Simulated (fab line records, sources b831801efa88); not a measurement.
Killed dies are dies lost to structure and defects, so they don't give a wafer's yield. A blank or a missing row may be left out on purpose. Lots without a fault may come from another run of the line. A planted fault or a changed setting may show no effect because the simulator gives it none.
fab line records | flow gf180mcu
record lots=5 wafers=15 last_day=34
route steps=602 shown V3@434 M4@456
lots that met no fault: from a run of the same line without faults
start_h: hours from the record's first day to the start of the lot's first wafer shown | wait_h: hours since the lot's step before | " the same as in the row above | L1.1+2: a row that stands for several wafers | - no value, or no start given | * or withheld: withheld | < > ~ a bound
route shown NAME@n: a module of which the file shows steps, and the number in the route of the first | usual: mean/standard deviation of fault-free wafers | same: alike in all rows | chamber/n: place in a boat | sites: the reading at each site | _std_site: their standard deviation | _edge_site: outer sites' mean less inner sites' | radius_mm: how far each site lies from the wafer's centre | mask NAME#n: copy n | behind: the tool/chamber that last shaped the wafer | hold: why the lot was held/for how many hours/how that ended | device: the transistor (n, p or np) that didn't switch | end of line: the same wafers' tests at the end of the route | a step without rows: its recipe alone | killed: dies lost to structure and defects at the first sort, not the wafer's yield | map: a wafer's dies, x killed, . not, _ none there
set.NAME: the setting as run; set.NAME@STEP: as run at that earlier step | model.NAME: the simulator's own value behind a step, which no gauge read
lots at some steps of the route; a table a step, a row a wafer
services: from which hour (start_h, from the record's first day; less than 0 if before it) a tool's chamber was out of use, for how many hours, and why
## steps
# step GF_V3_BOW_MEAS_05
# recipe mode=bow
# usual V3_BOW=117/8.5
# columns lot.wafer tool chamber start_h wait_h V3_BOW[um]
L075.1 film_metro-01 - 496.00 0.2 120
L075.3 " - " " 101
L075.6 " - " " 112
L081.3 film_metro-01 - 548.65 0.3 125
L081.4 " - " " 119
L081.5 " - " " 126
L086.1 film_metro-03 - 590.43 0.2 123
L086.4 " - " " 120
L086.6 " - " " 122
L089.2 film_metro-04 - 626.91 0.2 129
L089.4 " - " " 120
L089.5 " - " " 112
L094.1 film_metro-03 - 656.28 0.1 115
L094.2 " - " " 132
L094.4 " - " " 126
# step GF_V3_DEHYDRATE_06
# recipe temp_c=200 time_s=60
# usual plate_temp_C=199.99/0.17
# columns lot.wafer tool chamber start_h wait_h plate_temp_C
L075.1 litho_track-03 0 507.31 11.3 199.92
L075.3 " 0 " " 200.14
L075.6 " 0 " " 199.95
L081.3 litho_track-03 0 559.61 10.9 200.46
L081.4 " 0 " " 200.15
L081.5 " 0 " " 199.97
L086.1 litho_track-03 0 600.11 9.7 200.19
L086.4 " 0 " " 200.01
L086.6 " 0 " " 199.90
L089.2 litho_track-01 0 636.27 9.3 199.78
L089.4 " 0 " " 200.07
L089.5 " 0 " " 200.03
L094.1 litho_track-03 0 664.81 8.5 199.90
L094.2 " 0 " " 199.91
L094.4 " 0 " " 199.87
# step GF_V3_HMDS_07
# recipe prime_time_s=60 prime_temp_c=120
# columns lot.wafer tool chamber start_h wait_h
L075.1+3+6 litho_track-03 0 507.46 0.1
L081.3+4+5 litho_track-03 0 559.76 0.1
L086.1+4+6 litho_track-03 0 600.26 0.1
L089.2+4+5 litho_track-01 0 636.42 0.1
L094.1+2+4 litho_track-03 0 664.96 0.1
# step GF_V3_COAT_08
# recipe resist=BARC temp_c=withheld time_s=withheld spin_rpm=withheld resist_thk_nm=withheld
# columns lot.wafer tool chamber start_h wait_h
L075.1+3+6 litho_track-03 0 507.61 0.1
L081.3+4+5 litho_track-03 0 559.91 0.1
L086.1+4+6 litho_track-03 0 600.41 0.1
L089.2+4+5 litho_track-01 0 636.57 0.1
L094.1+2+4 litho_track-03 0 665.11 0.1
# step GF_V3_COAT_09
# recipe resist=KrF spin_rpm=withheld resist_thk_nm=1000
# columns lot.wafer tool chamber start_h wait_h
L075.1+3+6 litho_track-03 0 - -
L081.3+4+5 litho_track-03 0 - -
L086.1+4+6 litho_track-03 0 - -
L089.2+4+5 litho_track-01 0 - -
L094.1+2+4 litho_track-03 0 - -
# step GF_V3_SOFTBAKE_10
# recipe temp_c=130 time_s=60 resist=KrF
# usual plate_temp_C=130.04/0.13
# columns lot.wafer tool chamber start_h wait_h plate_temp_C
L075.1 litho_track-03 0 - - 129.92
L075.3 " 0 " " 130.15
L075.6 " 0 " " 130.01
L081.3 litho_track-03 0 - - 130.30
L081.4 " 0 " " 130.02
L081.5 " 0 " " 130.14
L086.1 litho_track-03 0 - - 129.87
L086.4 " 0 " " 130.05
L086.6 " 0 " " 129.88
L089.2 litho_track-01 0 - - 130.07
L089.4 " 0 " " 130.14
L089.5 " 0 " " 130.03
L094.1 litho_track-03 0 - - 130.03
L094.2 " 0 " " 130.04
L094.4 " 0 " " 130.19
# step GF_V3_EXPOSE_11
# recipe mask_id=Via3 target_cd_nm=260 na=0.68 source_shape=conventional sigma_outer=0.6 dose_mj=38
# usual exposure_dose_mJ_cm2=38.00/0.033 stage_vel_mm_s=499.98/0.23
# columns lot.wafer tool chamber start_h wait_h mask exposure_dose_mJ_cm2 stage_vel_mm_s
L075.1 krf_scanner-01 0 - - Via3#0 37.97 500.27
L075.3 " 0 " " Via3#0 37.97 499.97
L075.6 " 0 " " Via3#0 37.94 499.97
L081.3 krf_scanner-01 0 - - Via3#0 38.03 500.06
L081.4 " 0 " " Via3#0 37.98 499.73
L081.5 " 0 " " Via3#0 38.03 499.57
L086.1 krf_scanner-02 0 - - Via3#0 38.04 499.82
L086.4 " 0 " " Via3#0 38.03 499.93
L086.6 " 0 " " Via3#0 38.02 500.33
L089.2 krf_scanner-01 0 - - Via3#0 38.00 499.51
L089.4 " 0 " " Via3#0 38.05 499.53
L089.5 " 0 " " Via3#0 38.01 499.45
L094.1 krf_scanner-02 0 - - Via3#0 37.94 500.28
L094.2 " 0 " " Via3#0 38.01 500.32
L094.4 " 0 " " Via3#0 38.00 500.22
# step GF_V3_PEB_12
# recipe peb_temp_c=135 peb_time_s=90 resist=KrF
# usual plate_temp_C=135.02/0.12
# columns lot.wafer tool chamber start_h wait_h plate_temp_C
L075.1 litho_track-01 0 - - 135.14
L075.3 " 0 " " 134.87
L075.6 " 0 " " 135.16
L081.3 litho_track-04 0 - - 134.98
L081.4 " 0 " " 135.07
L081.5 " 0 " " 135.15
L086.1 litho_track-01 0 - - 135.03
L086.4 " 0 " " 135.07
L086.6 " 0 " " 135.28
L089.2 litho_track-04 0 - - 134.90
L089.4 " 0 " " 134.74
L089.5 " 0 " " 134.86
L094.1 litho_track-04 0 - - 134.93
L094.2 " 0 " " 134.99
L094.4 " 0 " " 135.03
# step GF_V3_DEVELOP_13
# recipe develop_time_s=60 resist=KrF dev_temp_c=21
# columns lot.wafer tool chamber start_h wait_h
L075.1+3+6 litho_track-01 0 519.00 0.2
L081.3+4+5 litho_track-04 0 570.54 0.1
L086.1+4+6 litho_track-01 0 611.84 0.2
L089.2+4+5 litho_track-04 0 645.76 0.2
L094.1+2+4 litho_track-04 0 676.14 0.2
# step GF_V3_CD_MEAS_14
# recipe target_cd_nm=260
# usual cd_nm=260.3/1.4
# columns lot.wafer tool chamber start_h wait_h cd_nm
L075.1 cd_sem-01 - 519.15 0.1 260.2
L075.3 " - " " 260.4
L075.6 " - " " 260.2
L081.3 cd_sem-01 - 570.68 0.1 260.4
L081.4 " - " " 258.8
L081.5 " - " " 259.9
L086.1 cd_sem-02 - 611.99 0.1 260.7
L086.4 " - " " 261.5
L086.6 " - " " 261.1
L089.2 cd_sem-02 - 645.91 0.1 259.0
L089.4 " - " " 259.5
L089.5 " - " " 258.4
L094.1 cd_sem-02 - 676.29 0.1 263.2
L094.2 " - " " 262.9
L094.4 " - " " 262.6
# step GF_V3_OVL_MEAS_15
# usual V3_OVL=2/5.9
# columns lot.wafer tool chamber start_h wait_h V3_OVL[nm]
L075.1 overlay-02 - 519.27 0.1 4
L075.3 " - " " 6
L075.6 " - " " 5
L081.3 overlay-01 - 570.77 0.1 0
L081.4 " - " " -2
L081.5 " - " " -4
L086.1 overlay-01 - 612.11 0.1 -11
L086.4 " - " " -4
L086.6 " - " " 0
L089.2 overlay-01 - 646.02 0.1 5
L089.4 " - " " 5
L089.5 " - " " 7
L094.1 overlay-01 - 676.41 0.1 -5
L094.2 " - " " -6
L094.4 " - " " -9
# step GF_V3_ETCH_16
# recipe chemistry=N2/H2 target_depth_a=withheld overetch_a=withheld time_s=withheld target=BARC ion_energy_ev=200 source_w=500 bias_w=100 pressure_mtorr=30 n2_flow_sccm=100 h2_flow_sccm=200
# usual bias_w=100.0/0.32 drypump_motor_current_A=5.8/0.39 oes_product_au=0.855/0.0047 rf_fwd_power_W=495.4/2.1 throttle_valve_pct=13.224/0.0091
# columns lot.wafer tool chamber start_h wait_h bias_w drypump_motor_current_A oes_product_au rf_fwd_power_W throttle_valve_pct
L075.1 rie_diel-01 2 519.30 0.0 99.7 5.8 0.855 496.7 13.223
L075.3 " 1 " " 100.0 6.2 0.855 496.9 13.233
L075.6 " 1 " " 100.0 6.2 0.856 495.4 13.228
L081.3 rie_diel-04 3 570.80 0.0 99.8 5.1 0.855 493.6 13.225
L081.4 " 0 " " 100.0 5.6 0.848 492.5 13.203
L081.5 " 2 " " 100.1 6.1 0.849 493.2 13.232
L086.1 rie_diel-04 2 612.15 0.0 99.6 6.1 0.858 494.4 13.220
L086.4 " 0 " " 100.2 5.6 0.852 491.4 13.234
L086.6 " 0 " " 100.1 5.6 0.865 492.6 13.220
L089.2 rie_diel-04 3 646.05 0.0 100.0 5.1 0.857 491.4 13.221
L089.4 " 3 " " 100.1 5.1 0.856 491.6 13.221
L089.5 " 0 " " 100.4 5.6 0.859 493.9 13.214
L094.1 rie_diel-01 3 676.45 0.0 99.9 5.7 0.851 493.1 13.220
L094.2 " 2 " " 100.0 5.8 0.855 494.3 13.242
L094.4 " 2 " " 99.7 5.8 0.846 493.5 13.230
# step GF_V3_ETCH_17
# recipe chemistry=C4F8/O2/Ar mask_material=KrF target=SiO2 stop_on=TiN source_w=1500 bias_w=1200 pressure_mtorr=40 c4f8_flow_sccm=withheld O2_flow_sccm=6 Ar_flow_sccm=300 time_s=withheld target_depth_a=6350
# usual bias_w=1200/3.7 oes_product_au=0.855/0.0046 rf_fwd_power_W=1494/5.4
# columns lot.wafer tool chamber start_h wait_h bias_w oes_product_au rf_fwd_power_W
L075.1 rie_diel-01 2 - - 1201 0.851 1487
L075.3 " 1 " " 1197 0.851 1490
L075.6 " 1 " " 1200 0.852 1496
L081.3 rie_diel-04 3 - - 1200 0.860 1486
L081.4 " 0 " " 1200 0.858 1485
L081.5 " 2 " " 1205 0.851 1491
L086.1 rie_diel-04 2 - - 1203 0.854 1483
L086.4 " 0 " " 1201 0.852 1489
L086.6 " 0 " " 1199 0.856 1483
L089.2 rie_diel-04 3 - - 1203 0.855 1486
L089.4 " 3 " " 1208 0.854 1489
L089.5 " 0 " " 1201 0.850 1490
L094.1 rie_diel-01 3 - - 1202 0.865 1491
L094.2 " 2 " " 1196 0.858 1492
L094.4 " 2 " " 1194 0.855 1496
# step GF_V3_STRIP_18
# recipe chemistry=O2/N2 power_w=1400 pressure_mtorr=1500 platen_temp_c=250 o2_flow_sccm=3000 n2_flow_sccm=300 overash_fraction=0.5
# usual drypump_motor_current_A=5.5/0.32 heater_power_w=329/18 oes_product_au=0.593/0.0046
# columns lot.wafer tool chamber start_h wait_h drypump_motor_current_A heater_power_w oes_product_au rf_hours_counter_h
L075.1 plasma_asher-01 1 519.43 - 5.9 348 0.593 10
L075.3 " 0 " " 5.2 312 0.588 -
L075.6 " 0 " " 5.3 307 0.595 -
L081.3 plasma_asher-02 0 570.96 - 5.9 349 0.596 -
L081.4 " 1 " " 5.1 339 0.592 -
L081.5 " 1 " " 5.1 349 0.598 -
L086.1 plasma_asher-01 1 612.28 - 5.9 351 0.592 20
L086.4 " 0 " " 5.3 304 0.588 -
L086.6 " 1 " " 5.9 339 0.592 -
L089.2 plasma_asher-04 0 646.17 - 5.4 316 0.595 86
L089.4 " 0 " " 5.4 325 0.590 -
L089.5 " 0 " " 5.4 312 0.601 -
L094.1 plasma_asher-04 0 676.57 - 5.4 308 0.597 89
L094.2 " 1 " " 5.4 344 0.594 89
L094.4 " 0 " " 5.4 320 0.594 -
# step GF_V3_STRIP_19
# recipe chemistry=post_etch_residue_remover time_s=1200 temp_c=72.5
# columns lot.wafer tool chamber start_h wait_h
L075.1+3+6 wet_bench-03 0 519.53 0.1
L081.3+4+5 wet_bench-03 0 571.03 0.0
L086.1+4+6 wet_bench-02 2 612.38 0.1
L089.2+4+5 wet_bench-03 0 646.27 0.1
L094.1+2+4 wet_bench-04 0 676.67 0.1
# step GF_V3_CLEAN_20
# recipe chemistry=DIW dry=n2_spin
# columns lot.wafer tool chamber start_h wait_h
L075.1+3+6 wet_bench-02 3 519.87 0.0
L081.3+4+5 wet_bench-02 3 571.40 0.0
L086.1+4+6 wet_bench-03 3 612.72 0.0
L089.2+4+5 wet_bench-02 1 646.62 0.0
L094.1+2+4 wet_bench-02 1 677.02 0.0
# step GF_V3_SPUTTER_21
# recipe material=Ti target_thk_nm=15 chamber_pressure_pa=5 power_w=2500 substrate_temp_c=200 time_s=80.02
# usual cathode_dc_power_W=2500.0/0.43 throttle_valve_pct=29.5/1.1
# columns lot.wafer tool chamber start_h wait_h cathode_dc_power_W throttle_valve_pct
L075.1 pvd_sputter-01 - 519.96 0.0 2499.7 31.6
L075.3 " - " " 2501.0 29.5
L075.6 " - " " 2500.2 31.2
L081.3 pvd_sputter-04 - 571.50 0.0 2500.1 31.2
L081.4 " - " " 2499.8 29.1
L081.5 " - " " 2499.9 31.2
L086.1 pvd_sputter-03 - 612.81 0.0 2500.2 29.8
L086.4 " - " " 2499.9 30.4
L086.6 " - " " 2500.6 28.5
L089.2 pvd_sputter-03 - 646.71 0.0 2499.7 28.5
L089.4 " - " " 2499.9 30.3
L089.5 " - " " 2500.1 28.5
L094.1 pvd_sputter-03 - 677.12 0.0 2499.6 29.9
L094.2 " - " " 2500.0 28.6
L094.4 " - " " 2500.3 30.2
# step GF_V3_SPUTTER_22
# recipe material=TiN target_thk_nm=10 chamber_pressure_pa=5 power_w=4000 time_s=40
# usual cathode_dc_power_W=3999.9/0.71 throttle_valve_pct=29.5/1.2
# columns lot.wafer tool chamber start_h wait_h cathode_dc_power_W throttle_valve_pct
L075.1 pvd_sputter-01 - 520.03 0.0 4000.1 31.9
L075.3 " - " " 4000.9 29.9
L075.6 " - " " 3999.6 31.3
L081.3 pvd_sputter-04 - 571.56 0.0 3999.0 31.4
L081.4 " - " " 3999.5 29.2
L081.5 " - " " 4000.3 31.2
L086.1 pvd_sputter-03 - 612.87 0.0 4000.6 29.9
L086.4 " - " " 4000.5 30.2
L086.6 " - " " 3998.6 28.6
L089.2 pvd_sputter-03 - 646.77 0.0 4000.2 28.2
L089.4 " - " " 3999.4 30.3
L089.5 " - " " 3999.3 28.4
L094.1 pvd_sputter-03 - 677.18 0.0 3999.7 29.5
L094.2 " - " " 4001.3 28.8
L094.4 " - " " 3999.2 30.2
# step GF_V3_CVD_23
# recipe material=W target_thk_nm=350 time_s=104.9 temp_c=400 pressure_torr=40
# usual heater_power_w=754/54
# columns lot.wafer tool chamber start_h wait_h heater_power_w
L075.1 cvd_w-02 0 520.06 0.0 689
L075.3 " 1 " " 719
L075.6 " 0 " " 714
L081.3 cvd_w-02 0 571.64 0.1 690
L081.4 " 1 " " 733
L081.5 " 1 " " 716
L086.1 cvd_w-02 0 612.91 0.0 708
L086.4 " 1 " " 724
L086.6 " 0 " " 685
L089.2 cvd_w-02 1 646.81 0.0 744
L089.4 " 1 " " 734
L089.5 " 1 " " 719
L094.1 cvd_w-01 0 677.22 0.0 773
L094.2 " 1 " " 859
L094.4 " 0 " " 767
# step GF_V3_RS_MEAS_24
# recipe thk_meas_gauge=four-point-probe reads=W_of_V3_CVD_23+TiN_of_V3_SPUTTER_22+Ti_of_V3_SPUTTER_21
# usual V3_W_RS=0.326/0.0036
# columns lot.wafer tool chamber start_h wait_h V3_W_RS[ohm/sq]
L075.1 film_metro-01 - 520.18 0.1 0.326
L075.3 " - " " 0.323
L075.6 " - " " 0.329
L081.3 film_metro-04 - 571.75 0.1 0.327
L081.4 " - " " 0.330
L081.5 " - " " 0.329
L086.1 film_metro-04 - 613.03 0.1 0.328
L086.4 " - " " 0.330
L086.6 " - " " 0.330
L089.2 film_metro-04 - 646.94 0.1 0.322
L089.4 " - " " 0.328
L089.5 " - " " 0.325
L094.1 film_metro-04 - 677.33 0.1 0.328
L094.2 " - " " 0.317
L094.4 " - " " 0.325
# step GF_V3_THK_MEAS_25
# recipe thk_meas_gauge=xrf reads=W_of_V3_CVD_23
# usual V3_W_THK=365/4.4
# columns lot.wafer tool chamber start_h wait_h V3_W_THK[nm]
L075.1 film_metro-01 - 520.30 0.1 365
L075.3 " - " " 369
L075.6 " - " " 362
L081.3 film_metro-04 - 571.85 0.1 362
L081.4 " - " " 358
L081.5 " - " " 359
L086.1 film_metro-04 - 613.15 0.1 362
L086.4 " - " " 361
L086.6 " - " " 360
L089.2 film_metro-04 - 647.05 0.1 371
L089.4 " - " " 363
L089.5 " - " " 369
L094.1 film_metro-04 - 677.45 0.1 361
L094.2 " - " " 374
L094.4 " - " " 365
# step GF_V3_CMP_26
# recipe stop_on=SiO2 down_force_psi=3.5 platen_rpm=60 t_overpolish_s=15 target_thk_nm=0 pad_velocity_m_s=0.94248
# usual motor_current_A=10.6/0.68 overpolish_run_s=14.999/0.0093 time_to_endpoint_s=85/3.4
# same t_overpolish_s=15
# columns lot.wafer tool chamber start_h wait_h motor_current_A overpolish_run_s time_to_endpoint_s
L075.3 cmp-02 0 520.36 0.0 10.7 14.997 80
L075.1 " 3 " " 9.9 15.013 90
L075.6 " 1 " " 10.2 15.002 83
L081.3 cmp-02 2 571.99 0.1 10.7 14.995 85
L081.4 " 3 " " 10.3 14.991 87
L081.5 " 1 " " 10.1 15.001 82
L086.4 cmp-02 3 613.21 0.0 10.8 14.999 89
L086.1 " 2 " " 10.8 14.993 85
L086.6 " 3 " " 9.8 15.001 89
L089.4 cmp-02 1 647.15 0.1 9.4 14.997 84
L089.2 " 2 " " 10.8 14.983 89
L089.5 " 1 " " 9.6 15.002 85
L094.2 cmp-02 1 677.72 0.3 10.0 14.995 89
L094.1 " 3 " " 10.4 15.005 91
L094.4 " 0 " " 10.3 15.002 86
# step GF_M4_SPUTTER_00
# recipe material=Ti target_thk_nm=37.5 arriving_ion_energy_ev=80 substrate_temp_c=200 chamber_pressure_pa=2 power_w=4000 time_s=150
# usual cathode_dc_power_W=4000.0/0.76 throttle_valve_pct=30.1/1.1
# columns lot.wafer tool chamber start_h wait_h cathode_dc_power_W throttle_valve_pct
L075.1 pvd_sputter-04 - 520.66 0.1 3999.3 31.3
L075.3 " - " " 3999.9 28.8
L075.6 " - " " 3999.7 31.0
L081.3 pvd_sputter-01 - 572.19 0.1 3999.4 31.3
L081.4 " - " " 4000.0 29.1
L081.5 " - " " 3999.5 29.6
L086.1 pvd_sputter-02 - 613.51 0.1 3999.9 30.6
L086.4 " - " " 3999.6 29.9
L086.6 " - " " 4000.3 30.4
L089.2 pvd_sputter-02 - 647.40 0.1 4000.1 29.8
L089.4 " - " " 3999.6 30.8
L089.5 " - " " 4000.1 31.5
L094.1 pvd_sputter-04 - 678.02 0.1 3999.1 31.0
L094.2 " - " " 4000.5 29.0
L094.4 " - " " 3999.5 28.5
# step GF_M4_SPUTTER_01
# recipe material=TiN target_thk_nm=30 power_w=6500 time_s=25 chamber_pressure_pa=0.4
# usual cathode_dc_power_W=6500.0/1.2 throttle_valve_pct=30.1/1.2
# columns lot.wafer tool chamber start_h wait_h cathode_dc_power_W throttle_valve_pct
L075.1 pvd_sputter-04 - 520.76 0.1 6501.0 31.1
L075.3 " - " " 6501.2 28.7
L075.6 " - " " 6500.4 31.3
L081.3 pvd_sputter-01 - 572.29 0.1 6500.6 31.3
L081.4 " - " " 6499.9 29.0
L081.5 " - " " 6500.7 29.7
L086.1 pvd_sputter-02 - 613.61 0.1 6500.5 30.4
L086.4 " - " " 6500.7 29.7
L086.6 " - " " 6500.0 30.3
L089.2 pvd_sputter-02 - 647.50 0.1 6499.1 29.6
L089.4 " - " " 6497.6 30.5
L089.5 " - " " 6500.2 31.4
L094.1 pvd_sputter-04 - 678.12 0.1 6500.0 31.2
L094.2 " - " " 6503.2 29.1
L094.4 " - " " 6498.9 28.6
# step GF_M4_SPUTTER_02
# recipe material=AlCu target_thk_nm=450 power_w=10600 time_s=23.9 chamber_pressure_pa=0.4
# usual cathode_dc_power_W=10600/2 throttle_valve_pct=30.1/1.2
# columns lot.wafer tool chamber start_h wait_h cathode_dc_power_W throttle_valve_pct
L075.1 pvd_sputter-04 - 520.79 0.0 10598 31.2
L075.3 " - " " 10600 28.6
L075.6 " - " " 10599 31.3
L081.3 pvd_sputter-01 - 572.32 0.0 10595 31.3
L081.4 " - " " 10600 29.1
L081.5 " - " " 10598 29.7
L086.1 pvd_sputter-02 - 613.64 0.0 10601 30.5
L086.4 " - " " 10598 29.4
L086.6 " - " " 10599 30.4
L089.2 pvd_sputter-02 - 647.53 0.0 10599 29.6
L089.4 " - " " 10598 30.8
L089.5 " - " " 10597 31.4
L094.1 pvd_sputter-04 - 678.15 0.0 10602 31.0
L094.2 " - " " 10601 29.3
L094.4 " - " " 10596 28.8
# step GF_M4_SPUTTER_03
# recipe material=Ti target_thk_nm=10 substrate_temp_c=300 chamber_pressure_pa=0.3 power_w=3000 time_s=6.7
# usual cathode_dc_power_W=3000.0/0.57 throttle_valve_pct=30.1/1.1
# columns lot.wafer tool chamber start_h wait_h cathode_dc_power_W throttle_valve_pct
L075.1 pvd_sputter-04 - 520.82 0.0 3000.9 31.1
L075.3 " - " " 3000.1 28.7
L075.6 " - " " 3000.0 31.1
L081.3 pvd_sputter-01 - 572.35 0.0 3000.3 31.2
L081.4 " - " " 3000.1 29.3
L081.5 " - " " 2999.5 29.5
L086.1 pvd_sputter-02 - 613.67 0.0 3000.9 30.6
L086.4 " - " " 2999.9 29.5
L086.6 " - " " 3000.3 30.4
L089.2 pvd_sputter-02 - 647.56 0.0 2999.8 30.0
L089.4 " - " " 2999.2 30.6
L089.5 " - " " 3000.6 31.7
L094.1 pvd_sputter-04 - 678.18 0.0 2999.5 31.2
L094.2 " - " " 3000.5 29.3
L094.4 " - " " 2999.7 28.8
# step GF_M4_SPUTTER_04
# recipe material=TiN target_thk_nm=50 power_w=6500 time_s=41.7 chamber_pressure_pa=0.4
# usual cathode_dc_power_W=6500.1/1.2 throttle_valve_pct=30.1/1.2
# columns lot.wafer tool chamber start_h wait_h cathode_dc_power_W throttle_valve_pct
L075.1 pvd_sputter-04 - 520.84 0.0 6502.4 31.6
L075.3 " - " " 6500.3 28.6
L075.6 " - " " 6497.9 31.5
L081.3 pvd_sputter-01 - 572.37 0.0 6499.5 31.1
L081.4 " - " " 6500.9 29.3
L081.5 " - " " 6500.5 29.8
L086.1 pvd_sputter-02 - 613.69 0.0 6500.4 30.4
L086.4 " - " " 6500.4 29.5
L086.6 " - " " 6500.9 30.6
L089.2 pvd_sputter-02 - 647.58 0.0 6499.6 29.6
L089.4 " - " " 6500.3 30.5
L089.5 " - " " 6501.6 31.4
L094.1 pvd_sputter-04 - 678.20 0.0 6499.8 31.2
L094.2 " - " " 6500.2 29.1
L094.4 " - " " 6498.9 28.7
# step GF_M4_RS_MEAS_05
# recipe thk_meas_gauge=four-point-probe reads=TiN_of_M4_SPUTTER_04+Ti_of_M4_SPUTTER_03+AlCu_of_M4_SPUTTER_02+TiN_of_M4_SPUTTER_01+Ti_of_M4_SPUTTER_00
# usual M4_ALCU_RS=0.0695/0.00076
# columns lot.wafer tool chamber start_h wait_h M4_ALCU_RS[ohm/sq]
L075.1 film_metro-02 - 520.88 0.0 0.0694
L075.3 " - " " 0.0699
L075.6 " - " " 0.0705
L081.3 film_metro-04 - 572.45 0.1 0.0684
L081.4 " - " " 0.0682
L081.5 " - " " 0.0681
L086.1 film_metro-02 - 613.73 0.0 0.0698
L086.4 " - " " 0.0700
L086.6 " - " " 0.0694
L089.2 film_metro-03 - 647.64 0.0 0.0697
L089.4 " - " " 0.0696
L089.5 " - " " 0.0697
L094.1 film_metro-04 - 678.24 0.0 0.0701
L094.2 " - " " 0.0696
L094.4 " - " " 0.0706
# step GF_M4_THK_MEAS_06
# recipe thk_meas_gauge=xrf reads=AlCu_of_M4_SPUTTER_02
# usual M4_ALCU_THK=442/5.7
# columns lot.wafer tool chamber start_h wait_h M4_ALCU_THK[nm]
L075.1 film_metro-02 - 521.00 0.1 444
L075.3 " - " " 444
L075.6 " - " " 439
L081.3 film_metro-04 - 572.55 0.1 451
L081.4 " - " " 451
L081.5 " - " " 456
L086.1 film_metro-02 - 613.85 0.1 446
L086.4 " - " " 443
L086.6 " - " " 445
L089.2 film_metro-03 - 647.75 0.1 441
L089.4 " - " " 442
L089.5 " - " " 442
L094.1 film_metro-04 - 678.36 0.1 439
L094.2 " - " " 442
L094.4 " - " " 436
# step GF_M4_DEHYDRATE_07
# recipe temp_c=200 time_s=60
# usual plate_temp_C=199.97/0.14
# columns lot.wafer tool chamber start_h wait_h plate_temp_C
L075.1 litho_track-02 0 531.77 10.8 199.96
L075.3 " 0 " " 199.84
L075.6 " 0 " " 199.87
L081.3 litho_track-03 0 582.71 10.1 199.98
L081.4 " 0 " " 199.91
L081.5 " 0 " " 199.93
L086.1 litho_track-03 0 623.11 9.3 199.97
L086.4 " 0 " " 199.98
L086.6 " 0 " " 199.91
L089.2 litho_track-02 0 657.44 9.7 200.11
L089.4 " 0 " " 200.16
L089.5 " 0 " " 200.23
L094.1 litho_track-02 0 686.32 7.9 199.82
L094.2 " 0 " " 200.00
L094.4 " 0 " " 199.91
# step GF_M4_HMDS_08
# recipe prime_time_s=60 prime_temp_c=120
# columns lot.wafer tool chamber start_h wait_h
L075.1+3+6 litho_track-02 0 531.92 0.1
L081.3+4+5 litho_track-03 0 582.86 0.1
L086.1+4+6 litho_track-03 0 623.26 0.1
L089.2+4+5 litho_track-02 0 657.59 0.1
L094.1+2+4 litho_track-02 0 686.47 0.1
# step GF_M4_COAT_09
# recipe resist=KrF spin_rpm=withheld resist_thk_nm=1000
# columns lot.wafer tool chamber start_h wait_h
L075.1+3+6 litho_track-02 0 532.07 0.1
L081.3+4+5 litho_track-03 0 583.01 0.1
L086.1+4+6 litho_track-03 0 623.41 0.1
L089.2+4+5 litho_track-02 0 657.74 0.1
L094.1+2+4 litho_track-02 0 686.62 0.1
# step GF_M4_SOFTBAKE_10
# recipe temp_c=131.2 time_s=60 resist=KrF
# usual plate_temp_C=131.23/0.13
# columns lot.wafer tool chamber start_h wait_h plate_temp_C
L075.1 litho_track-02 0 532.22 0.1 131.16
L075.3 " 0 " " 131.16
L075.6 " 0 " " 131.20
L081.3 litho_track-03 0 583.16 0.1 131.32
L081.4 " 0 " " 131.49
L081.5 " 0 " " 131.46
L086.1 litho_track-03 0 623.56 0.1 131.32
L086.4 " 0 " " 131.20
L086.6 " 0 " " 131.19
L089.2 litho_track-02 0 657.89 0.1 131.23
L089.4 " 0 " " 131.13
L089.5 " 0 " " 131.09
L094.1 litho_track-02 0 686.77 0.1 131.51
L094.2 " 0 " " 131.26
L094.4 " 0 " " 131.19
# step GF_M4_EXPOSE_11
# recipe mask_id=Metal4 target_cd_nm=280 na=0.68 source_shape=conventional sigma_outer=0.6 dose_mj=28
# usual exposure_dose_mJ_cm2=27.392/0.029 stage_vel_mm_s=500.04/0.21
# columns lot.wafer tool chamber start_h wait_h mask exposure_dose_mJ_cm2 stage_vel_mm_s
L075.1 krf_scanner-01 0 - - Metal4#0 27.408 499.81
L075.3 " 0 " " Metal4#0 27.407 500.18
L075.6 " 0 " " Metal4#0 27.426 500.01
L081.3 krf_scanner-02 0 - - Metal4#0 27.355 499.83
L081.4 " 0 " " Metal4#0 27.379 500.31
L081.5 " 0 " " Metal4#0 27.350 499.81
L086.1 krf_scanner-01 0 - - Metal4#0 27.439 499.68
L086.4 " 0 " " Metal4#0 27.412 499.94
L086.6 " 0 " " Metal4#0 27.404 499.81
L089.2 krf_scanner-02 0 - - Metal4#0 27.341 500.46
L089.4 " 0 " " Metal4#0 27.369 500.12
L089.5 " 0 " " Metal4#0 27.357 500.02
L094.1 krf_scanner-02 0 - - Metal4#0 27.345 500.41
L094.2 " 0 " " Metal4#0 27.368 500.15
L094.4 " 0 " " Metal4#0 27.415 500.35
# step GF_M4_PEB_12
# recipe peb_temp_c=135 peb_time_s=90 resist=KrF
# usual plate_temp_C=134.96/0.15
# columns lot.wafer tool chamber start_h wait_h plate_temp_C
L075.1 litho_track-03 0 - - 135.05
L075.3 " 0 " " 134.94
L075.6 " 0 " " 135.12
L081.3 litho_track-04 0 - - 135.07
L081.4 " 0 " " 135.07
L081.5 " 0 " " 134.84
L086.1 litho_track-03 0 - - 134.89
L086.4 " 0 " " 134.90
L086.6 " 0 " " 134.75
L089.2 litho_track-04 0 - - 135.22
L089.4 " 0 " " 134.97
L089.5 " 0 " " 135.01
L094.1 litho_track-03 0 - - 134.87
L094.2 " 0 " " 135.09
L094.4 " 0 " " 134.71
## services
# columns tool chamber start_h hours kind
wet_bench-02 - 487.05 2.5 repair
cmp-02 - 504.56 4.4 repair
krf_scanner-01 - 520.01 1.0 pm
krf_scanner-02 - 544.91 0.8 pm
krf_scanner-02 - 549.86 3.6 pm
rie_diel-04 3 554.88 9.7 repair
krf_scanner-02 - 558.84 1.0 pm
krf_scanner-01 - 564.01 0.3 repair
krf_scanner-02 - 570.39 1.3 pm
krf_scanner-02 - 577.47 5.5 repair
krf_scanner-01 - 582.96 1.3 pm
rie_diel-04 - 590.64 14.6 pm
krf_scanner-01 - 593.59 0.4 repair
pvd_sputter-04 - 598.78 2.6 repair
krf_scanner-02 - 603.76 6.0 pm
cmp-02 - 603.95 0.4 repair
wet_bench-02 - 604.93 1.9 pm
cmp-02 - 606.28 1.6 repair
pvd_sputter-02 - 607.80 0.9 repair
rie_diel-04 2 634.92 21.5 repair
pvd_sputter-04 - 646.00 2.5 repair
pvd_sputter-03 - 647.56 3.6 repair
rie_diel-04 - 679.71 2.8 pm
pvd_sputter-01 - 685.69 6.2 repair
## key
fault none
